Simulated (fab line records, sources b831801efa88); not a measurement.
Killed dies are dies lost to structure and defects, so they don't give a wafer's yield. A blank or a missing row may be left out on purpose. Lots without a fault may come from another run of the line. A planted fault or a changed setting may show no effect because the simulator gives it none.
One fault seen from 2 desks | flow gf180mcu | each desk has only its own numbers; what lay behind them comes last

THE TOOL OWNER'S DESK: plasma_asher-02
The tool's own readings at GF_SAB_STRIP_13 (strips in O2/N2): means of the sampled wafers that have a number, for each lot that ran on this tool. A lot is out of limits, marked OUT, if its mean lies more than 4 standard deviations from the usual mean; the brackets give that distance.
Columns: A = drypump_motor_current_A at GF_SAB_STRIP_13, usual 5.5 A; B = heater_power_w at GF_SAB_STRIP_13, usual 357 W; C = n2_flow_sccm at GF_SAB_STRIP_13, usual 299.9 sccm; D = oes_product_au at GF_SAB_STRIP_13, usual 0.710 a.u.; E = strip_time_to_endpoint_s at GF_SAB_STRIP_13, usual 12.76 s
lot  | first seen here | A   | B   | C     | D     | E
L323 | day 17 06:09    | 5.2 | 359 | 299.4 | 0.707 | 12.75
L328 | day 19 04:52    | 5.2 | 355 | 300.3 | 0.709 | 12.75
L329 | day 19 11:46    | 5.7 | 341 | 300.3 | 0.710 | 12.75
L330 | day 19 21:23    | 5.2 | 362 | 299.6 | 0.708 | 12.80
L332 | day 20 14:05    | 4.7 | 376 | 300.6 | 0.709 | 12.80
This desk's finding: nothing out of limits on any of the 5 lots.

THE METROLOGY DESK
What the gauges read, lot by lot, whatever tool the lot ran on: means of the sampled wafers that have a number. A lot is out of limits, marked OUT, if its mean lies more than 4 standard deviations from the usual mean; the brackets give that distance.
Columns: A = M4_ALCU_THK at GF_M4_THK_MEAS_06, usual 454 nm
lot  | first seen here | A
L318 | day 23 01:24    | 447
L319 | day 23 11:53    | 452
L321 | day 24 05:52    | 454
L322 | day 24 08:32    | 447
L323 | day 24 13:19    | 453
L326 | day 25 14:59    | 449
L327 | day 26 04:00    | 454
L328 | day 26 08:53    | 449
L329 | day 26 15:08    | 451
L330 | day 26 23:18    | 454
L331 | day 27 05:55    | 452
L332 | day 27 12:07    | 456
L336 | day 28 17:23    | 460
This desk's finding: nothing out of limits on any of the 13 lots.

PUT TOGETHER
The tool owner's desk saw nothing out of limits.
The metrology desk saw nothing out of limits.

WHAT THE SIMULATOR HAD PUT IN
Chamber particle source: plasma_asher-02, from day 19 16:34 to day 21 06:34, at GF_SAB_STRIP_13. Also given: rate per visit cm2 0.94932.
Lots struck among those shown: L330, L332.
